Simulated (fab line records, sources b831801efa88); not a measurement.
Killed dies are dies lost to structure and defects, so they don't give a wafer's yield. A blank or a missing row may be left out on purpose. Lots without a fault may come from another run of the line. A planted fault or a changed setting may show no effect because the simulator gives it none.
Which tool did it? | flow sky130 | 24 lots, 72 wafers sampled, at 6 steps of a route of 708

WHAT THE GAUGES READ, wafer by wafer
SKY_METAL1_CD_MEAS_15: target cd 140 nm. Usual: cd_nm 139.7 nm, standard deviation 1.7.
lot  | measured     | on        | cd_nm (nm)        | flag
L074 | day 32 18:14 | cd_sem-02 | 139.5 140.9 140.5 |
L075 | day 33 08:50 | cd_sem-02 | 141.7 140.8 138.6 |
L076 | day 33 12:18 | cd_sem-02 | 141.1 141.0 141.8 |
L077 | day 33 20:09 | cd_sem-01 | 140.8 141.1 139.9 |
L078 | day 33 23:11 | cd_sem-01 | 139.9 139.8 141.0 |
L079 | day 34 19:34 | cd_sem-01 | 141.5 141.7 140.2 |
L080 | day 34 23:23 | cd_sem-01 | 138.6 138.3 138.3 |
L081 | day 35 00:59 | cd_sem-01 | 140.1 141.8 140.4 |
L082 | day 35 19:01 | cd_sem-01 | 137.3 138.0 138.9 |
L083 | day 35 21:56 | cd_sem-01 | 139.4 139.1 139.8 |
L084 | day 36 03:02 | cd_sem-01 | 139.3 139.2 140.1 |
L085 | day 36 08:00 | cd_sem-02 | 141.2 141.8 141.5 |
L086 | day 36 18:44 | cd_sem-02 | 138.1 139.4 140.1 |
L087 | day 37 06:07 | cd_sem-02 | 137.9 138.7 138.0 |
L090 | day 38 04:31 | cd_sem-02 | 139.6 140.2 140.1 |
L088 | day 38 06:43 | cd_sem-01 | 140.3 139.5 138.1 |
L089 | day 38 07:05 | cd_sem-01 | 137.7 137.7 138.5 |
L091 | day 39 12:02 | cd_sem-02 | 136.5 135.7 135.8 |
L092 | day 39 12:11 | cd_sem-02 | 138.4 136.3 138.0 |
L093 | day 39 12:56 | cd_sem-02 | 141.0 141.5 142.6 |
L095 | day 39 13:43 | cd_sem-02 | 140.9 140.2 142.3 |
L094 | day 39 15:36 | cd_sem-01 | 139.1 138.7 137.9 |
L096 | day 40 10:49 | cd_sem-02 | 141.9 141.8 140.8 |
L097 | day 40 15:14 | cd_sem-02 | 137.8 138.7 138.2 |

SKY_VIA1_OVL_MEAS_13. Usual: VIA1_OVL 2 nm, standard deviation 6.5.
lot  | measured     | on         | VIA1_OVL (nm) | flag
L074 | day 33 22:32 | overlay-01 | 4 4 4         |
L075 | day 34 13:39 | overlay-01 | -1 0 5        |
L076 | day 34 16:34 | overlay-02 | -6 -4 6       |
L077 | day 35 00:41 | overlay-01 | 7 -3 4        |
L078 | day 35 03:17 | overlay-01 | 0 -5 4        |
L079 | day 36 00:16 | overlay-01 | -3 -14 -2     |
L080 | day 36 03:37 | overlay-02 | 10 4 8        |
L081 | day 36 04:53 | overlay-01 | 12 10 11      |
L082 | day 36 21:52 | overlay-02 | 6 4 7         |
L083 | day 37 01:48 | overlay-01 | 1 3 -1        |
L084 | day 37 06:30 | overlay-01 | 2 7 4         |
L085 | day 37 10:56 | overlay-02 | 5 -8 1        |
L086 | day 37 20:57 | overlay-02 | 12 17 8       |
L087 | day 38 09:23 | overlay-02 | 4 -8 -5       |
L090 | day 39 06:52 | overlay-01 | 8 7 8         |
L088 | day 39 10:10 | overlay-02 | -1 10 4       |
L089 | day 39 10:31 | overlay-01 | 2 -6 -3       |
L091 | day 40 14:00 | overlay-01 | 4 -2 -7       |
L092 | day 40 14:22 | overlay-02 | 5 14 10       |
L093 | day 40 15:19 | overlay-02 | 7 8 11        |
L095 | day 40 15:48 | overlay-02 | -1 0 8        |
L094 | day 40 18:07 | overlay-02 | -3 2 5        |
L096 | day 41 12:44 | overlay-02 | 11 6 9        |
L097 | day 41 16:46 | overlay-01 | 1 -11 -6      |

SKY_VIA2_THK_MEAS_23: measures by xrf. Usual: VIA2_W_THK 410 nm, standard deviation 6.3.
lot  | measured     | on            | VIA2_W_THK (nm) | flag
L074 | day 36 08:00 | film_metro-04 | 408 406 413     |
L075 | day 36 22:17 | film_metro-04 | 414 409 408     |
L076 | day 37 00:42 | film_metro-02 | 400 408 407     |
L077 | day 37 08:59 | film_metro-02 | 401 398 402     |
L078 | day 37 11:52 | film_metro-04 | 417 414 412     |
L079 | day 38 07:20 | film_metro-01 | 426 428 427     |
L080 | day 38 11:29 | film_metro-01 | 421 423 422     |
L081 | day 38 13:28 | film_metro-04 | 404 409 407     |
L082 | day 39 03:22 | film_metro-04 | 409 407 410     |
L083 | day 39 09:19 | film_metro-04 | 408 410 410     |
L084 | day 39 13:14 | film_metro-04 | 409 412 406     |
L085 | day 39 18:43 | film_metro-02 | 413 413 417     |
L086 | day 40 05:57 | film_metro-02 | 401 404 413     |
L087 | day 40 15:34 | film_metro-04 | 409 410 407     |
L090 | day 41 12:19 | film_metro-04 | 403 408 403     |
L088 | day 41 15:13 | film_metro-04 | 410 409 415     |
L089 | day 41 15:28 | film_metro-02 | 406 401 402     |
L091 | day 42 18:39 | film_metro-04 | 415 409 414     |
L092 | day 42 19:01 | film_metro-04 | 410 408 411     |
L093 | day 42 19:20 | film_metro-04 | 409 410 419     |
L095 | day 42 20:28 | film_metro-02 | 409 400 404     |
L094 | day 42 23:11 | film_metro-02 | 407 406 404     |
L096 | day 43 15:24 | film_metro-02 | 408 412 404     |
L097 | day 43 19:31 | film_metro-02 | 402 401 400     |

SKY_PASSIVATION_THK_MEAS_01. Usual: PASSIVATION_CVD_00_THK 90.3 nm, standard deviation 1.2.
lot  | measured     | on            | PASSIVATION_CVD_00_THK (nm) | flag
L074 | day 43 20:34 | film_metro-02 | 89.6 89.4 91.5              |
L075 | day 44 02:58 | film_metro-02 | 89.7 89.8 90.4              |
L076 | day 44 09:02 | film_metro-03 | 88.9 88.7 90.7              |
L077 | day 44 19:49 | film_metro-03 | 89.3 91.7 91.7              |
L078 | day 44 22:18 | film_metro-01 | 91.6 91.9 93.7              |
L079 | day 45 12:52 | film_metro-02 | 90.2 92.1 92.0              |
L080 | day 45 18:48 | film_metro-01 | 91.3 91.6 92.4              |
L081 | day 45 20:15 | film_metro-03 | 89.1 88.8 91.6              |
L082 | day 46 02:58 | film_metro-02 | 87.3 90.8 89.2              |
L083 | day 46 12:10 | film_metro-02 | 88.8 90.6 91.3              |
L084 | day 46 14:13 | film_metro-03 | 88.8 89.3 90.4              |
L085 | day 46 19:38 | film_metro-02 | 90.0 91.0 91.3              |
L086 | day 46 23:35 | film_metro-03 | 90.0 91.0 92.0              |
L087 | day 47 13:38 | film_metro-01 | 89.8 91.0 90.4              |
L090 | day 48 01:28 | film_metro-02 | 87.6 90.6 89.3              |
L088 | day 48 05:38 | film_metro-02 | 89.2 91.9 90.2              |
L089 | day 48 06:47 | film_metro-03 | 89.6 89.8 91.0              |
L091 | day 49 04:21 | film_metro-01 | 88.7 90.3 90.1              |
L092 | day 49 05:31 | film_metro-03 | 89.0 90.0 91.1              |
L093 | day 49 06:06 | film_metro-03 | 90.3 89.9 92.0              |
L095 | day 49 06:47 | film_metro-01 | 89.8 91.1 91.2              |
L094 | day 49 09:10 | film_metro-03 | 91.0 89.9 90.0              |
L096 | day 49 20:03 | film_metro-01 | 87.4 88.5 90.3              |
L097 | day 50 00:48 | film_metro-01 | 89.9 90.2 91.1              |

WHICH TOOL RAN EACH LOT (tool, then ch and the chambers of the sampled wafers, then the start)
lot  | SKY_VIA2_ETCH_15                   | SKY_VIA2_CVD_21
L074 | rie_diel-01 ch 1,2,3, day 36 07:02 | cvd_w-01 ch 0,1, day 36 07:45
L075 | rie_diel-01 ch 0,1,3, day 36 21:17 | cvd_w-02 ch 0,1, day 36 22:02
L076 | rie_diel-04 ch 0,1,2, day 36 23:41 | cvd_w-02 ch 0,1, day 37 00:26
L077 | rie_diel-02 ch 2,3, day 37 07:54   | cvd_w-02 ch 0,1, day 37 08:43
L078 | rie_diel-04 ch 0,1,2, day 37 10:53 | cvd_w-02 ch 0,1, day 37 11:37
L079 | rie_diel-04 ch 1,2,3, day 38 06:17 | cvd_w-02 ch 0,1, day 38 07:07
L080 | rie_diel-04 ch 1,2, day 38 10:27   | cvd_w-02 ch 0,1, day 38 11:15
L081 | rie_diel-02 ch 1,2,3, day 38 12:27 | cvd_w-02 ch 0,1, day 38 13:13
L082 | rie_diel-04 ch 0,1, day 39 02:14   | cvd_w-02 ch 1, day 39 03:03
L083 | rie_diel-01 ch 0,1,3, day 39 08:11 | cvd_w-02 ch 1, day 39 08:56
L084 | rie_diel-01 ch 0,2,3, day 39 12:16 | cvd_w-01 ch 0,1, day 39 12:59
L085 | rie_diel-01 ch 0,2,3, day 39 17:37 | cvd_w-02 ch 1, day 39 18:23
L086 | rie_diel-04 ch 0,1,2, day 40 04:59 | cvd_w-02 ch 0,1, day 40 05:42
L087 | rie_diel-02 ch 0,1,2, day 40 14:31 | cvd_w-02 ch 1, day 40 15:18
L090 | rie_diel-01 ch 1,2, day 41 11:19   | cvd_w-02 ch 0,1, day 41 12:04
L088 | rie_diel-04 ch 0,1,2, day 41 14:14 | cvd_w-02 ch 0,1, day 41 14:58
L089 | rie_diel-01 ch 2,3, day 41 14:25   | cvd_w-01 ch 0,1, day 41 15:08
L091 | rie_diel-02 ch 0,1,3, day 42 17:14 | cvd_w-01 ch 0,1, day 42 18:24
L092 | rie_diel-01 ch 1,2, day 42 17:32   | cvd_w-01 ch 0,1, day 42 18:46
L093 | rie_diel-02 ch 1,3, day 42 18:14   | cvd_w-02 ch 0,1, day 42 19:05
L095 | rie_diel-02 ch 0,2, day 42 19:11   | cvd_w-01 ch 0,1, day 42 20:12
L094 | rie_diel-02 ch 1,3, day 42 21:52   | cvd_w-02 ch 1, day 42 22:55
L096 | rie_diel-01 ch 0,1,2, day 43 14:23 | cvd_w-02 ch 0,1, day 43 15:08
L097 | rie_diel-04 ch 1,2, day 43 18:05   | cvd_w-01 ch 0,1, day 43 19:17
- SKY_VIA2_ETCH_15: etches SiO2 in C4F8/O2/Ar, stops on TiN, target depth 546 nm, time 84 s.
- SKY_VIA2_CVD_21: deposits W, target thk 420 nm, time 126.4 s.

WHAT THE TOOLS THEMSELVES READ (means of the sampled wafers that have a number; where no wafer has one, the mark that the record gives instead)
SKY_VIA2_ETCH_15. Usual: oes_product_au 0.940 a.u., standard deviation 0.0053.
lot  | tool        | oes_product_au (a.u.) | flag
L074 | rie_diel-01 | 0.938                 |
L075 | rie_diel-01 | 0.937                 |
L076 | rie_diel-04 | 0.937                 |
L077 | rie_diel-02 | 0.935                 |
L078 | rie_diel-04 | 0.935                 |
L079 | rie_diel-04 | 0.937                 |
L080 | rie_diel-04 | 0.940                 |
L081 | rie_diel-02 | 0.941                 |
L082 | rie_diel-04 | 0.935                 |
L083 | rie_diel-01 | 0.944                 |
L084 | rie_diel-01 | 0.946                 |
L085 | rie_diel-01 | 0.942                 |
L086 | rie_diel-04 | 0.939                 |
L087 | rie_diel-02 | 0.943                 |
L090 | rie_diel-01 | 0.941                 |
L088 | rie_diel-04 | 0.937                 |
L089 | rie_diel-01 | 0.941                 |
L091 | rie_diel-02 | 0.946                 |
L092 | rie_diel-01 | 0.941                 |
L093 | rie_diel-02 | 0.948                 |
L095 | rie_diel-02 | 0.936                 |
L094 | rie_diel-02 | 0.943                 |
L096 | rie_diel-01 | 0.938                 |
L097 | rie_diel-04 | 0.940                 |

SKY_VIA2_CVD_21. Usual: chamber_pressure_Torr 39.98 Torr, standard deviation 0.082; heater_power_w 801 W, standard deviation 73.
lot  | tool     | chamber_pressure_Torr (Torr) | heater_power_w (W) | flag
L074 | cvd_w-01 | 39.97                        | 950                |
L075 | cvd_w-02 | 39.95                        | 774                |
L076 | cvd_w-02 | 39.93                        | 759                |
L077 | cvd_w-02 | 40.02                        | 766                |
L078 | cvd_w-02 | 39.97                        | 766                |
L079 | cvd_w-02 | 39.98                        | 765                |
L080 | cvd_w-02 | 40.01                        | 760                |
L081 | cvd_w-02 | 39.94                        | 765                |
L082 | cvd_w-02 | 40.02                        | 760                |
L083 | cvd_w-02 | 39.89                        | 759                |
L084 | cvd_w-01 | 40.07                        | 909                |
L085 | cvd_w-02 | 39.99                        | 754                |
L086 | cvd_w-02 | 39.99                        | 762                |
L087 | cvd_w-02 | 40.03                        | 775                |
L090 | cvd_w-02 | 39.98                        | 765                |
L088 | cvd_w-02 | 39.93                        | 758                |
L089 | cvd_w-01 | 40.03                        | 910                |
L091 | cvd_w-01 | 40.06                        | 862                |
L092 | cvd_w-01 | 40.02                        | 911                |
L093 | cvd_w-02 | 39.81                        | 765                |
L095 | cvd_w-01 | 40.01                        | 855                |
L094 | cvd_w-02 | 39.98                        | 777                |
L096 | cvd_w-02 | 39.91                        | 771                |
L097 | cvd_w-01 | 40.04                        | 905                |

THE ANSWER, worked out from the rows above alone
Rule: a lot is off if the mean of its wafers that have a number lies more than 3 standard deviations from the usual mean. A lot without any number at a reading at which 4 lots or more have one is off too. The other lots that the step has rows for count as sound. The gauges are gone through in route order, then the tools' own readings, and for those a lot's mean is taken as printed above. The first step at which some lot is off is used, and at that step the reading that is off furthest; a lot without a number counts as furthest.
No lot is off at any reading shown: from this, nothing can be told.

WHAT THE SIMULATOR HAD PUT IN
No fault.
